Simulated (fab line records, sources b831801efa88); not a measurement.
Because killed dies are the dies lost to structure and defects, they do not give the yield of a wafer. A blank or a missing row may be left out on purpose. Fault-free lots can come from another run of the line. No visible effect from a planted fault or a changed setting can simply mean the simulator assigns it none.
Chamber matching || flow gf180mcu || GF_V3_CVD_02 on pecvd-03: 3 sister chambers
The step deposits SiO2 from TEOS, target thk 850 nm, time 94.851 s. 6 wafers are shown with their chamber, then 7 later ones without.

## WAFERS PAIRED WITH THEIR CHAMBERS
{"wafer": "L869.4", "chamber": 0, "heater power outer w (W)": 300, "heater power w (W)": 552}
{"wafer": "L869.5", "chamber": 1, "heater power outer w (W)": 422, "heater power w (W)": 639}
{"wafer": "L873.1", "chamber": 0, "heater power outer w (W)": 305, "heater power w (W)": 536}
{"wafer": "L873.6", "chamber": 1, "heater power outer w (W)": 517, "heater power w (W)": 797}
{"wafer": "L878.3", "chamber": 2, "heater power outer w (W)": 341, "heater power w (W)": 571}
{"wafer": "L878.5", "chamber": 2, "heater power outer w (W)": 354, "heater power w (W)": 618}

## WAFERS WITHOUT THEIR CHAMBER
{"wafer": "L878.6", "heater power outer w (W)": 227, "heater power w (W)": 443}
{"wafer": "L884.2", "heater power outer w (W)": 533, "heater power w (W)": 789}
{"wafer": "L884.4", "heater power outer w (W)": 326, "heater power w (W)": 580}
{"wafer": "L884.6", "heater power outer w (W)": 346, "heater power w (W)": 595}
{"wafer": "L886.1", "heater power outer w (W)": 294, "heater power w (W)": 535}
{"wafer": "L886.3", "heater power outer w (W)": 567, "heater power w (W)": 809}
{"wafer": "L886.6", "heater power outer w (W)": 344, "heater power w (W)": 597}

## THE CHAMBER EACH PASSED THROUGH
{"wafer": "L878.6", "from the rows above": "can't be placed: 0 or 2", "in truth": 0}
{"wafer": "L884.2", "from the rows above": 1, "in truth": 1}
{"wafer": "L884.4", "from the rows above": "can't be placed: 2 or 0", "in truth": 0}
{"wafer": "L884.6", "from the rows above": "can't be placed: 2 or 0", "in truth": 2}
{"wafer": "L886.1", "from the rows above": "can't be placed: 0 or 2", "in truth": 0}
{"wafer": "L886.3", "from the rows above": 1, "in truth": 1}
{"wafer": "L886.6", "from the rows above": "can't be placed: 2 or 0", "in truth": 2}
Correctly placed: 2 of 7. Unplaceable from these rows: 5, with the true chamber sitting among the candidates in 5. 0 placed wrongly.
How it was worked out, from the rows above alone: a wafer's distance from a chamber is the root of the sum, over the readings, of the square of ((its reading less the chamber's mean) divided by the reading's scatter). The wafer belongs to the nearest chamber; if the next one is less than 2 further off, it can't be placed. The mean given for a chamber averages the wafers shown for that chamber. The scatter: take each reading less its chamber's mean, square it, sum over the shown wafers, divide by the number of wafers less the number of chambers, and take the root.
